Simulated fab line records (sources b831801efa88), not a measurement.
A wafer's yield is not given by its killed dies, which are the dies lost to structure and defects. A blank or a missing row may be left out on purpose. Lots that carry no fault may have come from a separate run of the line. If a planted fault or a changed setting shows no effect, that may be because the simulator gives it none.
fab line records + flow gf180mcu
record:
- lots: 15
- wafers: 45
- lastDay: 34
route steps=602 shown MVPSD@84 HV_LDD@198
lots that met no fault: from a run of the same line without faults
startH: the number of hours between the record's first day and the start of the first shown wafer of the lot + waitH: hours elapsed since this lot's preceding step + " unchanged from the row above + L1.1+2: a single row standing in for several wafers + - value missing, or start not given + * or withheld: withheld + < > ~ a bound
route shown NAME@n: names a module that has steps shown in the file, with the first one's number in the route + usual: average and standard deviation across the fault-free wafers + same: alike in all rows + chamber/n: place in a boat + sites: readings site by site + _std_site: their standard deviation + _edge_site: outer sites' mean less inner sites' + radiusMm: for every site, how far away it sits from the centre of the wafer + mask NAME#n: copy n + behind: tool/chamber where the wafer was last shaped + hold: why the lot was held/for how many hours/how that ended + device: names the non-switching transistor (n, p or np) + end of line: the tests these same wafers got at the end of their route + where a step has no rows: the recipe by itself + killed: the dies lost at the first sort to structure and to defects; this is not the yield of the wafer + map: shows each die of a wafer: x if killed, . if not, _ if none is there
set.NAME: the run value of the setting; set.NAME@STEP: its run value at that earlier step + model.NAME: the simulator's own value behind a step, which no gauge read
route steps across a sampled set of lots; one table per step, one row per wafer
services: a tool's chamber out of use, with start hour (startH, from the record's first day; less than 0 if before it), hours out, and reason
== steps ==
step: GF_MVPSD_DEVELOP_06
recipe:
- wallAngleDeg: 90
- developTimeS: 60
- devTempC: 23
usual:
- chillPlateTempC: 23.01/0.12
- developTimeS: 60/0
- resistLineTempC: 22.99/0.11
| lot.wafer | tool          | chamber | startH | waitH | chillPlateTempC | developTimeS | resistLineTempC |
|-----------|---------------|---------|--------|-------|-----------------|--------------|-----------------|
| L915.2    | lithoTrack-02 | 0       | 100    | -     | 22.92           | 60           | 22.94           |
| L915.4    | "             | 0       | "      | "     | 23.01           | 60           | 22.93           |
| L915.5    | "             | 0       | "      | "     | 23.18           | 60           | 22.94           |
| L916.1    | lithoTrack-03 | 0       | 105    | -     | 23.00           | 60           | 23.05           |
| L916.3    | "             | 0       | "      | "     | 22.84           | 60           | 23.19           |
| L916.4    | "             | 0       | "      | "     | 22.96           | 60           | 23.31           |
| L917.1    | lithoTrack-02 | 0       | 114    | -     | 22.92           | 60           | 23.00           |
| L917.3    | "             | 0       | "      | "     | 23.01           | 60           | 23.02           |
| L917.6    | "             | 0       | "      | "     | 22.78           | 60           | 23.08           |
| L919.1    | lithoTrack-01 | 0       | 128    | -     | 22.83           | 60           | 22.86           |
| L919.2    | "             | 0       | "      | "     | 22.69           | 60           | 22.94           |
| L919.6    | "             | 0       | 129    | -     | 22.82           | 60           | 22.91           |
| L920.3    | lithoTrack-03 | 0       | 135    | -     | 23.08           | 60           | 22.86           |
| L920.4    | "             | 0       | "      | "     | 23.16           | 60           | 22.94           |
| L920.6    | "             | 0       | "      | "     | 23.15           | 60           | 22.84           |
| L921.2    | lithoTrack-01 | 0       | 138    | -     | 22.84           | 60           | 23.01           |
| L921.3    | "             | 0       | 139    | -     | 23.00           | 60           | 23.07           |
| L921.4    | "             | 0       | "      | "     | 23.05           | 60           | 22.96           |
| L922.1    | lithoTrack-01 | 0       | 142    | -     | 22.84           | 60           | 22.78           |
| L922.4    | "             | 0       | "      | "     | 22.95           | 60           | 22.83           |
| L922.5    | "             | 0       | "      | "     | 22.85           | 60           | 22.91           |
| L924.2    | lithoTrack-03 | 0       | 156    | -     | 22.88           | 60           | 22.98           |
| L924.3    | "             | 0       | "      | "     | 22.96           | 60           | 22.95           |
| L924.5    | "             | 0       | "      | "     | 22.86           | 60           | 23.05           |
| L925.1    | lithoTrack-03 | 0       | 162    | -     | 23.09           | 60           | 22.98           |
| L925.3    | "             | 0       | "      | "     | 23.11           | 60           | 22.94           |
| L925.4    | "             | 0       | "      | "     | 23.11           | 60           | 22.76           |
| L927.2    | lithoTrack-03 | 0       | 171    | -     | 23.28           | 60           | 23.16           |
| L927.3    | "             | 0       | "      | "     | 23.04           | 60           | 23.00           |
| L927.5    | "             | 0       | "      | "     | 23.08           | 60           | 23.07           |
| L929.1    | lithoTrack-03 | -       | 188    | -     | -               | -            | -               |
| L929.4    | "             | -       | "      | "     | -               | -            | -               |
| L929.6    | "             | -       | "      | "     | -               | -            | -               |
| L930.3    | lithoTrack-01 | -       | 193    | -     | -               | -            | -               |
| L930.4    | "             | -       | "      | "     | -               | -            | -               |
| L930.6    | "             | -       | "      | "     | -               | -            | -               |
| L931.2    | lithoTrack-01 | -       | 201    | -     | -               | -            | -               |
| L931.3    | "             | -       | "      | "     | -               | -            | -               |
| L931.5    | "             | -       | "      | "     | -               | -            | -               |
| L932.2    | lithoTrack-01 | 0       | 209    | -     | 23.18           | 60           | 22.98           |
| L932.3    | "             | 0       | "      | "     | 22.88           | 60           | 22.84           |
| L932.6    | "             | 0       | "      | "     | 22.99           | 60           | 22.91           |
| L935.2    | lithoTrack-02 | 0       | 228    | -     | 23.12           | 60           | 23.02           |
| L935.3    | "             | 0       | "      | "     | 23.11           | 60           | 22.89           |
| L935.6    | "             | 0       | "      | "     | 22.99           | 60           | 23.02           |
step: GF_HV_LDD_STRIP_22
recipe:
- chemistry: O2/N2
- powerW: 1400
- pressureMtorr: 1500
- platenTempC: 250
- o2FlowSccm: 3000
- n2FlowSccm: 300
- overashFraction: 0.5
usual:
- drypumpMotorCurrentA: 5.8/0.42
- heaterPowerW: 331/53
- oesProductAu: 0.716/0.0045
- stripTimeToEndpointS: 12.62/0.035
| lot.wafer | tool           | chamber | startH | waitH | drypumpMotorCurrentA | heaterPowerW | oesProductAu | rfHoursCounterH | stripTimeToEndpointS |
|-----------|----------------|---------|--------|-------|----------------------|--------------|--------------|-----------------|----------------------|
| L915.2    | plasmaAsher-01 | 0       | 245.65 | 0.1   | 5.2                  | 314          | 0.720        | 13              | 12.58                |
| L915.4    | "              | 1       | "      | "     | 5.7                  | 348          | 0.719        | -               | 12.61                |
| L915.5    | "              | 1       | "      | "     | 5.7                  | 347          | 0.711        | -               | 12.58                |
| L916.1    | plasmaAsher-03 | 0       | 252.96 | 0.1   | 5.7                  | 279          | 0.713        | 53              | 12.62                |
| L916.3    | "              | 1       | "      | "     | 6.6                  | 278          | 0.720        | -               | 12.67                |
| L916.4    | "              | 0       | "      | "     | 5.7                  | 287          | 0.716        | -               | 12.62                |
| L917.1    | plasmaAsher-03 | 1       | 268.45 | 0.1   | 6.6                  | 274          | 0.715        | 55              | 12.63                |
| L917.3    | "              | 1       | "      | "     | 6.6                  | 276          | 0.720        | -               | 12.66                |
| L917.6    | "              | 0       | "      | "     | 5.8                  | 285          | 0.720        | -               | 12.62                |
| L919.1    | plasmaAsher-01 | 0       | 284.15 | 0.1   | 5.2                  | 316          | 0.721        | 17              | 12.66                |
| L919.2    | "              | 1       | "      | "     | 5.7                  | 344          | 0.716        | 17              | 12.65                |
| L919.6    | "              | 0       | "      | "     | 5.2                  | 304          | 0.712        | -               | 12.67                |
| L920.3    | plasmaAsher-02 | 0       | 294.74 | 0.1   | 5.7                  | 419          | 0.713        | -               | 12.66                |
| L920.4    | "              | 1       | "      | "     | 6.2                  | 300          | 0.712        | -               | 12.62                |
| L920.6    | "              | 0       | "      | "     | 5.7                  | 419          | 0.719        | -               | 12.61                |
| L922.1    | plasmaAsher-02 | 0       | 300.09 | 0.1   | 5.7                  | 421          | 0.712        | 69              | 12.66                |
| L922.4    | "              | 1       | "      | "     | 6.2                  | 299          | 0.711        | -               | 12.62                |
| L922.5    | "              | 1       | "      | "     | 6.2                  | 295          | 0.714        | -               | 12.64                |
| L921.2    | plasmaAsher-01 | 0       | 300.39 | 0.1   | 5.2                  | 315          | 0.714        | 19              | 12.57                |
| L921.3    | "              | 0       | "      | "     | 5.2                  | 316          | 0.721        | -               | 12.60                |
| L921.4    | "              | 1       | "      | "     | 5.7                  | 333          | 0.716        | -               | 12.59                |
| L924.2    | plasmaAsher-03 | 1       | 325.13 | 0.1   | 6.6                  | 284          | 0.711        | 61              | 12.60                |
| L924.3    | "              | 0       | "      | "     | 5.7                  | 289          | 0.717        | -               | 12.61                |
| L924.5    | "              | 0       | "      | "     | 5.8                  | 285          | 0.714        | -               | 12.60                |
| L925.1    | plasmaAsher-02 | 1       | 327.70 | 0.1   | 6.2                  | 301          | 0.717        | 72              | 12.62                |
| L925.3    | "              | 1       | "      | "     | 6.2                  | 301          | 0.712        | -               | 12.62                |
| L925.4    | "              | 0       | "      | "     | 5.7                  | 433          | 0.720        | -               | 12.62                |
| L927.2    | plasmaAsher-02 | 1       | 342.56 | 0.1   | 6.2                  | 301          | 0.719        | 74              | 12.65                |
| L927.3    | "              | 1       | "      | "     | 6.2                  | 301          | 0.708        | -               | 12.66                |
| L927.5    | "              | 1       | "      | "     | 6.2                  | 296          | 0.715        | -               | 12.67                |
| L929.1    | plasmaAsher-01 | 0       | 358.24 | 0.1   | 5.2                  | 323          | 0.714        | 25              | 12.57                |
| L929.4    | "              | 0       | "      | "     | 5.2                  | 318          | 0.720        | -               | 12.61                |
| L929.6    | "              | 0       | "      | "     | 5.2                  | 323          | 0.717        | -               | 12.62                |
| L930.3    | plasmaAsher-01 | 1       | 364.49 | 0.1   | 5.7                  | 332          | 0.715        | -               | 12.60                |
| L930.4    | "              | 0       | "      | "     | 5.2                  | 326          | 0.714        | -               | 12.61                |
| L930.6    | "              | 1       | "      | "     | 5.6                  | 346          | 0.722        | -               | 12.64                |
| L931.2    | plasmaAsher-03 | 0       | 375.84 | 0.1   | 5.7                  | 289          | 0.712        | 66              | 12.62                |
| L931.3    | "              | 0       | "      | "     | 5.7                  | 293          | 0.712        | -               | 12.66                |
| L931.5    | "              | 1       | "      | "     | 6.6                  | 280          | 0.713        | -               | 12.64                |
| L932.2    | plasmaAsher-03 | 1       | 383.29 | 0.1   | 6.6                  | 283          | 0.712        | 67              | 12.57                |
| L932.3    | "              | 1       | "      | "     | 6.6                  | 275          | 0.717        | -               | 12.61                |
| L932.6    | "              | 1       | "      | "     | 6.6                  | 280          | 0.712        | -               | 12.61                |
| L935.2    | plasmaAsher-02 | 1       | 406.75 | 0.1   | 6.2                  | 296          | 0.722        | 81              | 12.64                |
| L935.3    | "              | 0       | "      | "     | 5.7                  | 427          | 0.713        | -               | 12.65                |
| L935.6    | "              | 0       | "      | "     | 5.7                  | 437          | 0.715        | -               | 12.64                |
step: GF_HV_LDD_OVL_MEAS_32
usual:
- HV_LDD_02_OVL: 1.4/1.6
| lot.wafer | tool       | chamber | startH | waitH | HV_LDD_02_OVL[nm] |
|-----------|------------|---------|--------|-------|-------------------|
| L915.2    | overlay-02 | -       | 265.12 | 0.1   | 2.8               |
| L915.4    | "          | -       | "      | "     | 0.2               |
| L915.5    | "          | -       | "      | "     | 2.9               |
| L916.1    | overlay-02 | -       | 272.20 | 0.1   | 2.7               |
| L916.3    | "          | -       | "      | "     | 0.3               |
| L916.4    | "          | -       | "      | "     | 1.0               |
| L917.1    | overlay-02 | -       | 288.62 | 0.1   | 0.7               |
| L917.3    | "          | -       | "      | "     | 2.2               |
| L917.6    | "          | -       | "      | "     | 2.1               |
| L919.1    | overlay-02 | -       | 304.87 | 0.1   | 0.6               |
| L919.2    | "          | -       | "      | "     | 2.2               |
| L919.6    | "          | -       | "      | "     | 1.3               |
| L920.3    | overlay-01 | -       | 315.51 | 0.1   | 4.3               |
| L920.4    | "          | -       | "      | "     | 2.0               |
| L920.6    | "          | -       | "      | "     | 2.6               |
| L922.1    | overlay-01 | -       | 321.48 | 0.1   | 3.7               |
| L922.4    | "          | -       | "      | "     | 0.1               |
| L922.5    | "          | -       | "      | "     | 1.1               |
| L921.2    | overlay-01 | -       | 322.06 | 0.1   | 1.1               |
| L921.3    | "          | -       | "      | "     | 2.7               |
| L921.4    | "          | -       | "      | "     | 0.7               |
| L924.2    | overlay-01 | -       | 347.05 | 0.1   | -0.8              |
| L924.3    | "          | -       | "      | "     | 0.6               |
| L924.5    | "          | -       | "      | "     | -0.4              |
| L925.1    | overlay-02 | -       | 348.67 | 0.1   | 2.2               |
| L925.3    | "          | -       | "      | "     | 2.9               |
| L925.4    | "          | -       | "      | "     | 2.2               |
| L927.2    | overlay-01 | -       | 365.63 | 0.1   | 0.6               |
| L927.3    | "          | -       | "      | "     | 0.5               |
| L927.5    | "          | -       | "      | "     | 0.3               |
| L929.1    | overlay-02 | -       | 381.05 | 0.1   | 2.0               |
| L929.4    | "          | -       | "      | "     | 0.4               |
| L929.6    | "          | -       | "      | "     | -0.2              |
| L930.3    | overlay-02 | -       | 387.99 | 0.1   | 1.7               |
| L930.4    | "          | -       | "      | "     | 0.1               |
| L930.6    | "          | -       | "      | "     | 0.3               |
| L931.2    | overlay-02 | -       | 399.21 | 0.1   | -0.3              |
| L931.3    | "          | -       | "      | "     | -0.5              |
| L931.5    | "          | -       | "      | "     | -0.3              |
| L932.2    | overlay-02 | -       | 406.98 | 0.1   | 2.6               |
| L932.3    | "          | -       | "      | "     | 3.1               |
| L932.6    | "          | -       | "      | "     | 1.4               |
| L935.2    | overlay-01 | -       | 431.07 | 0.1   | 0.2               |
| L935.3    | "          | -       | "      | "     | 0.4               |
| L935.6    | "          | -       | "      | "     | -1.4              |
step: GF_HV_LDD_STRIP_37
recipe:
- chemistry: O2/N2
- powerW: 1400
- pressureMtorr: 1500
- platenTempC: 250
- o2FlowSccm: 3000
- n2FlowSccm: 300
- overashFraction: 0.5
usual:
- drypumpMotorCurrentA: 5.9/0.42
- heaterPowerW: 331/52
- oesProductAu: 0.716/0.004
- stripTimeToEndpointS: 12.62/0.031
| lot.wafer | tool           | chamber | startH | waitH | drypumpMotorCurrentA | heaterPowerW | oesProductAu | rfHoursCounterH | stripTimeToEndpointS |
|-----------|----------------|---------|--------|-------|----------------------|--------------|--------------|-----------------|----------------------|
| L915.2    | plasmaAsher-03 | 1       | 265.75 | 0.1   | 6.6                  | 273          | 0.720        | 55              | 12.67                |
| L915.4    | "              | 0       | "      | "     | 5.7                  | 291          | 0.720        | -               | 12.69                |
| L915.5    | "              | 0       | "      | "     | 5.7                  | 290          | 0.717        | -               | 12.62                |
| L916.1    | plasmaAsher-03 | 0       | 272.84 | 0.1   | 5.8                  | 292          | 0.718        | 55              | 12.60                |
| L916.3    | "              | 0       | "      | "     | 5.8                  | 294          | 0.720        | -               | 12.59                |
| L916.4    | "              | 1       | "      | "     | 6.6                  | 281          | 0.713        | -               | 12.64                |
| L917.1    | plasmaAsher-01 | 1       | 289.25 | 0.1   | 5.7                  | 346          | 0.720        | 18              | 12.66                |
| L917.3    | "              | 0       | "      | "     | 5.2                  | 320          | 0.720        | -               | 12.63                |
| L917.6    | "              | 0       | "      | "     | 5.2                  | 310          | 0.721        | -               | 12.62                |
| L919.1    | plasmaAsher-02 | 1       | 305.50 | 0.1   | 6.2                  | 298          | 0.715        | 70              | 12.66                |
| L919.2    | "              | 0       | "      | "     | 5.7                  | 423          | 0.718        | 70              | 12.65                |
| L919.6    | "              | 0       | "      | "     | 5.7                  | 434          | 0.712        | -               | 12.65                |
| L920.3    | plasmaAsher-02 | 0       | 316.17 | 0.1   | 5.7                  | 425          | 0.712        | -               | 12.62                |
| L920.4    | "              | 1       | "      | "     | 6.2                  | 306          | 0.715        | -               | 12.57                |
| L920.6    | "              | 1       | "      | "     | 6.2                  | 303          | 0.715        | -               | 12.57                |
| L922.1    | plasmaAsher-02 | 1       | 324.08 | 0.1   | 6.2                  | 297          | 0.719        | 72              | 12.63                |
| L922.4    | "              | 1       | "      | "     | 6.2                  | 307          | 0.716        | -               | 12.63                |
| L922.5    | "              | 1       | "      | "     | 6.2                  | 294          | 0.709        | -               | 12.59                |
| L921.2    | plasmaAsher-02 | 1       | 324.68 | 0.1   | 6.2                  | 297          | 0.719        | 72              | 12.64                |
| L921.3    | "              | 1       | "      | "     | 6.2                  | 300          | 0.715        | -               | 12.62                |
| L921.4    | "              | 0       | "      | "     | 5.7                  | 424          | 0.718        | -               | 12.60                |
| L924.2    | plasmaAsher-03 | 0       | 347.68 | 0.1   | 5.7                  | 278          | 0.722        | 63              | 12.63                |
| L924.3    | "              | 0       | "      | "     | 5.7                  | 298          | 0.716        | -               | 12.63                |
| L924.5    | "              | 1       | "      | "     | 6.6                  | 280          | 0.712        | -               | 12.65                |
| L925.1    | plasmaAsher-01 | 1       | 349.30 | 0.1   | 5.7                  | 340          | 0.717        | 24              | 12.64                |
| L925.3    | "              | 0       | "      | "     | 5.2                  | 321          | 0.721        | -               | 12.63                |
| L925.4    | "              | 1       | "      | "     | 5.7                  | 352          | 0.709        | -               | 12.63                |
| L927.2    | plasmaAsher-03 | 1       | 366.26 | 0.1   | 6.6                  | 279          | 0.719        | 65              | 12.59                |
| L927.3    | "              | 1       | "      | "     | 6.6                  | 278          | 0.717        | -               | 12.59                |
| L927.5    | "              | 1       | "      | "     | 6.6                  | 284          | 0.714        | -               | 12.60                |
| L929.1    | plasmaAsher-02 | 0       | 381.69 | 0.1   | 5.8                  | 424          | 0.716        | 78              | 12.60                |
| L929.4    | "              | 0       | "      | "     | 5.8                  | 429          | 0.711        | -               | 12.62                |
| L929.6    | "              | 0       | "      | "     | 5.8                  | 434          | 0.719        | -               | 12.64                |
| L930.3    | plasmaAsher-03 | 0       | 388.64 | 0.1   | 5.7                  | 289          | 0.714        | -               | 12.65                |
| L930.4    | "              | 1       | "      | "     | 6.6                  | 283          | 0.712        | -               | 12.59                |
| L930.6    | "              | 1       | "      | "     | 6.6                  | 275          | 0.720        | -               | 12.63                |
| L931.2    | plasmaAsher-02 | 0       | 399.84 | 0.1   | 5.7                  | 423          | 0.712        | 80              | 12.56                |
| L931.3    | "              | 1       | "      | "     | 6.2                  | 304          | 0.715        | -               | 12.54                |
| L931.5    | "              | 0       | "      | "     | 5.8                  | 424          | 0.718        | -               | 12.57                |
| L932.2    | plasmaAsher-02 | 1       | 407.61 | 0.1   | 6.2                  | 299          | 0.715        | 81              | 12.54                |
| L932.3    | "              | 1       | "      | "     | 6.2                  | 302          | 0.712        | -               | 12.58                |
| L932.6    | "              | 1       | "      | "     | 6.2                  | 298          | 0.711        | -               | 12.54                |
| L935.2    | plasmaAsher-01 | 0       | 431.70 | 0.1   | 5.2                  | 321          | 0.710        | 33              | 12.62                |
| L935.3    | "              | 1       | "      | "     | 5.7                  | 339          | 0.716        | -               | 12.64                |
| L935.6    | "              | 1       | "      | "     | 5.7                  | 347          | 0.718        | -               | 12.59                |
== services ==
| tool           | chamber | startH | hours | kind      |
|----------------|---------|--------|-------|-----------|
| plasmaAsher-02 | -       | 87.36  | 1.0   | repair    |
| plasmaAsher-01 | -       | 106.52 | 1.2   | repair    |
| plasmaAsher-01 | -       | 108.75 | 9.0   | pm        |
| plasmaAsher-01 | 0       | 108.75 | 9.0   | ventCycle |
| plasmaAsher-01 | 1       | 108.75 | 9.0   | ventCycle |
| plasmaAsher-01 | 0       | 117.75 | -     | clean     |
| plasmaAsher-01 | 1       | 117.75 | -     | clean     |
| plasmaAsher-03 | -       | 136.85 | 0.4   | repair    |
| plasmaAsher-03 | -       | 220.84 | 2.8   | pm        |
| plasmaAsher-02 | -       | 247.39 | 3.1   | repair    |
| plasmaAsher-02 | -       | 321.88 | 1.0   | repair    |
| plasmaAsher-01 | -       | 338.66 | 0.6   | repair    |
| plasmaAsher-02 | -       | 353.94 | 0.5   | repair    |
| plasmaAsher-03 | -       | 421.25 | 9.0   | pm        |
| plasmaAsher-03 | 0       | 421.25 | 9.0   | ventCycle |
| plasmaAsher-03 | 1       | 421.25 | 9.0   | ventCycle |
| plasmaAsher-03 | 0       | 430.25 | -     | clean     |
| plasmaAsher-03 | 1       | 430.25 | -     | clean     |
== key ==
firstSign:
- step: GF_MVPSD_DEVELOP_06
- reading: toolRecord
- direction: missing
effect none on later readings
metAt GF_MVPSD_DEVELOP_06
struckLots L929,L930,L931
sortLeftOut L929.1,L929.4,L929.6,L930.3,L930.4,L930.6,L931.2,L931.3,L931.5
testerLeftOut L929,L930,L931
notActingAt GF_HV_LDD_STRIP_22,GF_HV_LDD_OVL_MEAS_32,GF_HV_LDD_STRIP_37
onsetBetween 171 188
fault:
- kind: skippedStepWhole
- tool: lithoTrack-01,lithoTrack-03
- chamber: -
- onsetH: 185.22
- steps: GF_MVPSD_DEVELOP_06
- scope: struckLotsOnly
testerLeftOut: of these lots the tester's yield and bins aren't shown, on N5 and GAA mostly nor the transistor test; their killed dies are dies lost to structure and defects alone, not to doping, threshold or leakage, so they don't give the yield
sortLeftOut: the simulated sort isn't trusted on such a fault, so these wafers' sort isn't shown, and their yield isn't known
